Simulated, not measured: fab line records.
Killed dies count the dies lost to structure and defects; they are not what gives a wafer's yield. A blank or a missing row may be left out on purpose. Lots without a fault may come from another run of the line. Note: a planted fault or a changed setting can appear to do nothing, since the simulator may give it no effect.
A lot that was struck, set against a sound lot | flow sky130 | 15 steps out of a route of 708
Sound: these wafers, L164.1, L164.4, L164.5. Struck: wafer L182.4 (L182.1, L182.3, from the same lot, were not struck and are left out); the cause is given at the end.
Order at every step that has rows: each side's tool, ch and its chambers, its first start. Under that, the readings that differ: sound wafers | struck wafers | difference of the means | sigmas: that difference in standard deviations of wafers without a fault.
alike: same words and numbers on both sides, and readings whose means sit less than 2 such deviations apart. not compared: any withheld reading, any reading some wafer has no value for, any bound like >300 that may hide the same value, and any number with overlapping values for which the record gives no deviation.
A row with sigmas, a row that says differs or no value, or rows on one side alone: a step with any of these is where the two part. When numbers do not overlap yet have no deviation, they are printed without sigmas and do not part them. A reading missing from all wafers of one side parts the sides only when that side holds two or more wafers.

SKY_METAL2_THK_MEAS_06: measures by xrf.
  sound on film metro-02, day 33 20:59; struck on film metro-04, day 39 18:29
  alike: METAL2_ALCU_THK
then, 8 steps without rows for these wafers: SKY_METAL2_DEHYDRATE_07 (time 60 s); SKY_METAL2_HMDS_08 (prime time 60 s); SKY_METAL2_COAT_09 (resist thk 60 nm); SKY_METAL2_COAT_10 (resist thk 450 nm); SKY_METAL2_SOFTBAKE_11 (time 90 s); SKY_METAL2_EXPOSE_12 (exposes mask MM2, target cd 140 nm); SKY_METAL2_PEB_13; SKY_METAL2_DEVELOP_14 (develop time 60 s).
SKY_METAL2_CD_MEAS_15: the cd target is 140 nm.
  sound on cd sem-01, day 34 23:20; struck on cd sem-01, day 40 18:06
  alike: cd nm
SKY_METAL2_OVL_MEAS_16:
  sound on overlay-02, day 34 23:28; struck on overlay-02, day 40 18:13
  alike: METAL2_OVL
SKY_METAL2_DESCUM_17: chemistry O2, time 8 s.
  sound on rie metal-03 ch 0,1, day 34 23:30; struck on rie metal-03 ch 1, day 40 18:16
  alike: drypump motor current A, oes product au
  not compared: rf hours counter h
SKY_METAL2_ETCH_18: etches BARC in N2/H2, stops on SiO2, time 45.9 s, target depth 60 nm.
  sound on rie metal-03 ch 0,1, day 34 23:32; struck on rie metal-03 ch 1, day 40 18:17
  reading    | sound             | struck | difference | sigmas
  bias w (W) | 99.77 99.68 99.55 | 113.03 | +13.36     | +45
  alike: drypump motor current A, oes product au, throttle valve pct
  not compared: rf hours counter h
SKY_METAL2_METAL_ETCH_19: etches the open film in Cl2/BCl3, stops on SiO2, target depth 360 nm, time 78 s.
  sound on rie metal-03 ch 0,1, day 34 23:35; struck on rie metal-03 ch 1, day 40 18:21
  alike: bias w, drypump motor current A, oes product au, throttle valve pct
  not compared: rf hours counter h
after that, 1 step had no rows for these wafers: SKY_PAD_OPEN_PROBE_99.

WHERE THEY PART
Only at SKY_METAL2_ETCH_18, as far as this record shows. Later steps at which nothing parts them and some readings are alike: SKY_METAL2_METAL_ETCH_19.

WHY: whatever the simulator had introduced
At SKY_METAL2_ETCH_18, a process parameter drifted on rie metal-03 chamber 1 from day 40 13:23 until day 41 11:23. Setting bias w shifted by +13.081 from 100. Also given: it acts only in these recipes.
